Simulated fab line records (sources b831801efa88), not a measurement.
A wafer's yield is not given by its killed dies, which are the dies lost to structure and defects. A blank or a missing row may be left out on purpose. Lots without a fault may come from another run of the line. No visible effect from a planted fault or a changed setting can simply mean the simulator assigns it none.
Which of the tools did it?	flow sky130	12 lots, 36 wafers sampled, at 1 step of a route of 708

== WHAT EACH GAUGE READ, for each wafer ==
SKY_VIA2_THK_MEAS_01.
lot	measured	on	VIA2_HDPCVD_THK (nm)
L075	day 36 02:02	film metro-02	1184 1177 1188
L077	day 36 03:45	film metro-02	1178 1184 1185
L079	day 36 21:41	film metro-02	1170 1178 1189
L081	day 37 14:01	film metro-03	1167 1170 1168
L083	day 38 05:20	film metro-01	1173 1173 1172
L085	day 38 14:20	film metro-01	1175 1182 1173
L087	day 39 10:31	film metro-01	1174 1166 1168
L089	day 39 22:06	film metro-03	1174 1189 1174
L093	day 41 16:39	film metro-02	1167 1176 1149
L091	day 41 20:34	film metro-01	1182 1178 1197
L092	day 41 23:19	film metro-03	1171 1162 1170
L097	day 42 06:41	film metro-01	1194 1190 1189

== TOOL THAT RAN EACH LOT (tool first, then ch and the chambers of the sampled wafers, then the start) ==
Before these readings, the record contains no process step.

== THE ANSWER, worked out from the rows above alone ==
Rule: what is usual is taken from the lots themselves. Put in order of their means at a reading, lots are off if they are a third of the lots or fewer, leave a main group of 4 or more, and stand apart from it by a gap of 3 or more times the standard deviation of the main group's means; of several such gaps the widest counts. A main group is skipped when, at the precision printed for the reading in the tables above, its means are all equal. Also off: a lot with no number at a reading for which 4 or more lots have one. All remaining lots with rows at the step are treated as sound.
No lot is off on any of the readings shown, so nothing can be concluded from this.

== WHAT THE SIMULATOR HAD INSERTED ==
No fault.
